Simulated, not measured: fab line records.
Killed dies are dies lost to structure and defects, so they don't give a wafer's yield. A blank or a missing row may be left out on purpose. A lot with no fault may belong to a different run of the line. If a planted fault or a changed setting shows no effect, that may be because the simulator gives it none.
Which tool is to blame? :: flow sky130 :: Sampling: 12 lots, 36 wafers, 5 of 708 route steps

== WHAT THE GAUGES READ, wafer by wafer ==
SKY_NWELL_THK_MEAS_02.
lot: L140
measured: day 2 15:14
on: filmMetro-01
NWELL_OXIDATION_THK (nm): 10.08 10.08 10.12

lot: L143
measured: day 3 06:32
on: filmMetro-01
NWELL_OXIDATION_THK (nm): 9.79 9.96 9.91

lot: L144
measured: day 3 11:55
on: filmMetro-02
NWELL_OXIDATION_THK (nm): 10.20 10.29 10.14

lot: L145
measured: day 3 18:44
on: filmMetro-02
NWELL_OXIDATION_THK (nm): 9.81 9.92 9.80

lot: L146
measured: day 4 01:34
on: filmMetro-03
NWELL_OXIDATION_THK (nm): 9.94 10.10 10.09

lot: L151
measured: day 5 00:24
on: filmMetro-03
NWELL_OXIDATION_THK (nm): 15.59 15.80 15.59 15.66 15.81 15.56

lot: L153
measured: day 5 09:31
on: filmMetro-03
NWELL_OXIDATION_THK (nm): 16.09 16.16 15.90 16.10 16.14 15.89

lot: L158
measured: day 6 12:38
on: filmMetro-02
NWELL_OXIDATION_THK (nm): 10.23 10.18 10.22

lot: L159
measured: day 6 15:53
on: filmMetro-03
NWELL_OXIDATION_THK (nm): 10.06 9.85 9.86

lot: L161
measured: day 7 01:47
on: filmMetro-03
NWELL_OXIDATION_THK (nm): 9.99 9.93 9.89

lot: L162
measured: day 7 09:18
on: filmMetro-02
NWELL_OXIDATION_THK (nm): 9.88 9.64 9.88

lot: L163
measured: day 7 14:48
on: filmMetro-01
NWELL_OXIDATION_THK (nm): 9.84 10.09 10.00

SKY_SD_P_OVL_MEAS_08.
lot: L140
measured: day 25 14:37
on: overlay-01
SD_P_OVL (nm): -0.3 -3.6 -1.5

lot: L143
measured: day 26 23:56
on: overlay-02
SD_P_OVL (nm): -1.6 -0.4 -0.8

lot: L144
measured: day 27 19:43
on: overlay-01
SD_P_OVL (nm): -1.6 -2.1 -2.1

lot: L145
measured: day 27 19:31
on: overlay-02
SD_P_OVL (nm): -2.6 -2.6 -2.9

lot: L146
measured: day 28 02:58
on: overlay-01
SD_P_OVL (nm): 1.2 -1.3 0.8

lot: L151
measured: day 29 12:52
on: overlay-01
SD_P_OVL (nm): -1.7 -3.0 -0.9

lot: L153
measured: day 29 22:19
on: overlay-02
SD_P_OVL (nm): -4.0 -3.9 -3.5

lot: L158
measured: day 31 17:52
on: overlay-02
SD_P_OVL (nm): -2.9 -1.5 -3.2

lot: L159
measured: day 32 01:01
on: overlay-02
SD_P_OVL (nm): -3.4 -4.0 -2.1

lot: L161
measured: day 32 13:31
on: overlay-02
SD_P_OVL (nm): -0.6 0.7 0.8

lot: L162
measured: day 33 02:02
on: overlay-02
SD_P_OVL (nm): -3.7 -1.6 -2.0

lot: L163
measured: day 33 08:02
on: overlay-01
SD_P_OVL (nm): 0.5 1.5 -0.7

SKY_SD_N_CD_MEAS_07 targets a cd of 380 nm.
lot: L140
measured: day 28 01:17
on: cdSem-01
cdNm (nm): 380.6 382.2 384.5

lot: L143
measured: day 29 09:40
on: cdSem-01
cdNm (nm): 379.3 380.2 377.3

lot: L144
measured: day 30 05:08
on: cdSem-02
cdNm (nm): 383.3 381.8 383.0

lot: L145
measured: day 30 04:49
on: cdSem-01
cdNm (nm): 375.7 375.8 374.8

lot: L146
measured: day 30 12:07
on: cdSem-01
cdNm (nm): 378.7 384.4 379.3

lot: L151
measured: day 31 19:46
on: cdSem-01
cdNm (nm): 380.4 377.5 379.0

lot: L153
measured: day 32 05:07
on: cdSem-01
cdNm (nm): 380.1 381.9 382.7

lot: L158
measured: day 33 22:35
on: cdSem-01
cdNm (nm): 380.4 382.7 381.4

lot: L159
measured: day 34 05:51
on: cdSem-01
cdNm (nm): 378.9 379.4 378.8

lot: L161
measured: day 34 18:59
on: cdSem-01
cdNm (nm): 380.3 378.8 381.9

lot: L162
measured: day 35 07:55
on: cdSem-01
cdNm (nm): 378.3 379.7 379.5

lot: L163
measured: day 35 12:39
on: cdSem-01
cdNm (nm): 376.5 378.0 376.7

== WHAT TOOL EACH LOT RAN ON (gives the tool, then ch and the chambers of the sampled wafers, and finally the start) ==
lot: L140
SKY_NWELL_OXIDATION_01: furnace-01 ch 0, day 2 13:50
SKY_VT_ADJUST_LVTN_STRIP_09: plasmaAsher-02 ch 0,1, day 6 23:11

lot: L143
SKY_NWELL_OXIDATION_01: furnace-01 ch 0, day 3 05:08
SKY_VT_ADJUST_LVTN_STRIP_09: plasmaAsher-01 ch 0,1, day 7 20:29

lot: L144
SKY_NWELL_OXIDATION_01: furnace-02 ch 0, day 3 10:30
SKY_VT_ADJUST_LVTN_STRIP_09: plasmaAsher-02 ch 0,1, day 8 05:02

lot: L145
SKY_NWELL_OXIDATION_01: furnace-01 ch 0, day 3 17:19
SKY_VT_ADJUST_LVTN_STRIP_09: plasmaAsher-02 ch 0,1, day 8 11:12

lot: L146
SKY_NWELL_OXIDATION_01: furnace-01 ch 0, day 4 00:09
SKY_VT_ADJUST_LVTN_STRIP_09: plasmaAsher-03 ch 0,1, day 8 19:36

lot: L151
SKY_NWELL_OXIDATION_01: furnace-01 ch 0, day 4 20:42 and furnace-02 ch 0, day 4 23:01
SKY_VT_ADJUST_LVTN_STRIP_09: plasmaAsher-03 ch 0,1, day 9 22:21

lot: L153
SKY_NWELL_OXIDATION_01: furnace-01 ch 0, day 5 06:19 and furnace-02 ch 0, day 5 08:07
SKY_VT_ADJUST_LVTN_STRIP_09: plasmaAsher-02 ch 0,1, day 10 09:39

lot: L158
SKY_NWELL_OXIDATION_01: furnace-01 ch 0, day 6 11:14
SKY_VT_ADJUST_LVTN_STRIP_09: plasmaAsher-02 ch 0,1, day 11 23:23

lot: L159
SKY_NWELL_OXIDATION_01: furnace-01 ch 0, day 6 14:29
SKY_VT_ADJUST_LVTN_STRIP_09: plasmaAsher-01 ch 0,1, day 12 04:56

lot: L161
SKY_NWELL_OXIDATION_01: furnace-01 ch 0, day 7 00:23
SKY_VT_ADJUST_LVTN_STRIP_09: plasmaAsher-03 ch 0,1, day 12 13:07

lot: L162
SKY_NWELL_OXIDATION_01: furnace-02 ch 0, day 7 07:53
SKY_VT_ADJUST_LVTN_STRIP_09: plasmaAsher-03 ch 0,1, day 13 02:15

lot: L163
SKY_NWELL_OXIDATION_01: furnace-02 ch 0, day 7 13:23
SKY_VT_ADJUST_LVTN_STRIP_09: plasmaAsher-02 ch 0,1, day 13 06:46
- SKY_NWELL_OXIDATION_01: stabilise 600 s, purge 300 s, target thk 10 nm.
- SKY_VT_ADJUST_LVTN_STRIP_09: strips in O2/N2.

== WHAT THE TOOLS THEMSELVES READ (means of the sampled wafers that have a number; where no wafer has one, the mark that the record gives instead) ==
SKY_NWELL_OXIDATION_01.
lot: L140
tool: furnace-01
oxTempCMax: 902.6
zonePowerBottomPct (%): 27.2

lot: L143
tool: furnace-01
oxTempCMax: 902.4
zonePowerBottomPct (%): 27.7

lot: L144
tool: furnace-02
oxTempCMax: 904.0
zonePowerBottomPct (%): 26.8

lot: L145
tool: furnace-01
oxTempCMax: 903.0
zonePowerBottomPct (%): 27.4

lot: L146
tool: furnace-01
oxTempCMax: 902.7
zonePowerBottomPct (%): 27.5

lot: L151
tool: furnace-01/furnace-02
oxTempCMax: 904.0
zonePowerBottomPct (%): 27.3

lot: L153
tool: furnace-01/furnace-02
oxTempCMax: 903.6
zonePowerBottomPct (%): 27.2

lot: L158
tool: furnace-01
oxTempCMax: 902.7
zonePowerBottomPct (%): 27.2

lot: L159
tool: furnace-01
oxTempCMax: 903.2
zonePowerBottomPct (%): 27.7

lot: L161
tool: furnace-01
oxTempCMax: 903.2
zonePowerBottomPct (%): 27.8

lot: L162
tool: furnace-02
oxTempCMax: 904.5
zonePowerBottomPct (%): 27.3

lot: L163
tool: furnace-02
oxTempCMax: 905.0
zonePowerBottomPct (%): 27.0

SKY_VT_ADJUST_LVTN_STRIP_09.
lot: L140
tool: plasmaAsher-02
drypumpMotorCurrentA (A): 5.9
n2FlowSccm (sccm): 300.6
oesProductAu (a.u.): 0.729
stripTimeToEndpointS (s): 37.09

lot: L143
tool: plasmaAsher-01
drypumpMotorCurrentA (A): 5.3
n2FlowSccm (sccm): 299.9
oesProductAu (a.u.): 0.721
stripTimeToEndpointS (s): 36.98

lot: L144
tool: plasmaAsher-02
drypumpMotorCurrentA (A): 5.9
n2FlowSccm (sccm): 299.3
oesProductAu (a.u.): 0.724
stripTimeToEndpointS (s): 36.85

lot: L145
tool: plasmaAsher-02
drypumpMotorCurrentA (A): 5.9
n2FlowSccm (sccm): 299.2
oesProductAu (a.u.): 0.724
stripTimeToEndpointS (s): 36.86

lot: L146
tool: plasmaAsher-03
drypumpMotorCurrentA (A): 6.4
n2FlowSccm (sccm): 300.9
oesProductAu (a.u.): 0.723
stripTimeToEndpointS (s): 36.86

lot: L151
tool: plasmaAsher-03
drypumpMotorCurrentA (A): 6.4
n2FlowSccm (sccm): 300.9
oesProductAu (a.u.): 0.721
stripTimeToEndpointS (s): 36.92

lot: L153
tool: plasmaAsher-02
drypumpMotorCurrentA (A): 5.9
n2FlowSccm (sccm): 300.7
oesProductAu (a.u.): 0.722
stripTimeToEndpointS (s): 36.95

lot: L158
tool: plasmaAsher-02
drypumpMotorCurrentA (A): 5.9
n2FlowSccm (sccm): 299.9
oesProductAu (a.u.): 0.722
stripTimeToEndpointS (s): 37.12

lot: L159
tool: plasmaAsher-01
drypumpMotorCurrentA (A): 5.4
n2FlowSccm (sccm): 299.7
oesProductAu (a.u.): 0.723
stripTimeToEndpointS (s): 36.97

lot: L161
tool: plasmaAsher-03
drypumpMotorCurrentA (A): 6.2
n2FlowSccm (sccm): 300.4
oesProductAu (a.u.): 0.720
stripTimeToEndpointS (s): 36.78

lot: L162
tool: plasmaAsher-03
drypumpMotorCurrentA (A): 6.2
n2FlowSccm (sccm): 299.2
oesProductAu (a.u.): 0.720
stripTimeToEndpointS (s): 36.96

lot: L163
tool: plasmaAsher-02
drypumpMotorCurrentA (A): 5.9
n2FlowSccm (sccm): 300.4
oesProductAu (a.u.): 0.726
stripTimeToEndpointS (s): 37.00

== THE ANSWER, worked out from the rows above alone ==
Rule: usual is defined by the lots themselves. The widest of any qualifying gaps counts: lots, ordered by their means at a reading, are off when they make up no more than a third of the lots, leave a main group of 4 or more, and stand apart from it by 3 or more times the standard deviation of that group's means. If all means in a main group match to the digits the tables above print for the reading, that group is not used. A lot without any number at a reading at which 4 lots or more have one is off too. All remaining lots with rows at the step are treated as sound. First the gauges in route order, then the tools' own readings, where a lot's mean is used as printed above. At the first step where some lot is off, the reading lying furthest off is the one used; lots without a number count as furthest.
Off: L151, L153, seen at SKY_NWELL_THK_MEAS_02 (NWELL_OXIDATION_THK). Mean 9.99 nm and standard deviation 0.14 in the main group.
A tool fits if, at a process step before that reading, it ran every lot that is off, and no sound lot after the first of them. Those tools and the gauges at SKY_NWELL_THK_MEAS_02 are tried in the same way. None of those tried fits.

== WHAT THE SIMULATOR HAD PUT IN ==
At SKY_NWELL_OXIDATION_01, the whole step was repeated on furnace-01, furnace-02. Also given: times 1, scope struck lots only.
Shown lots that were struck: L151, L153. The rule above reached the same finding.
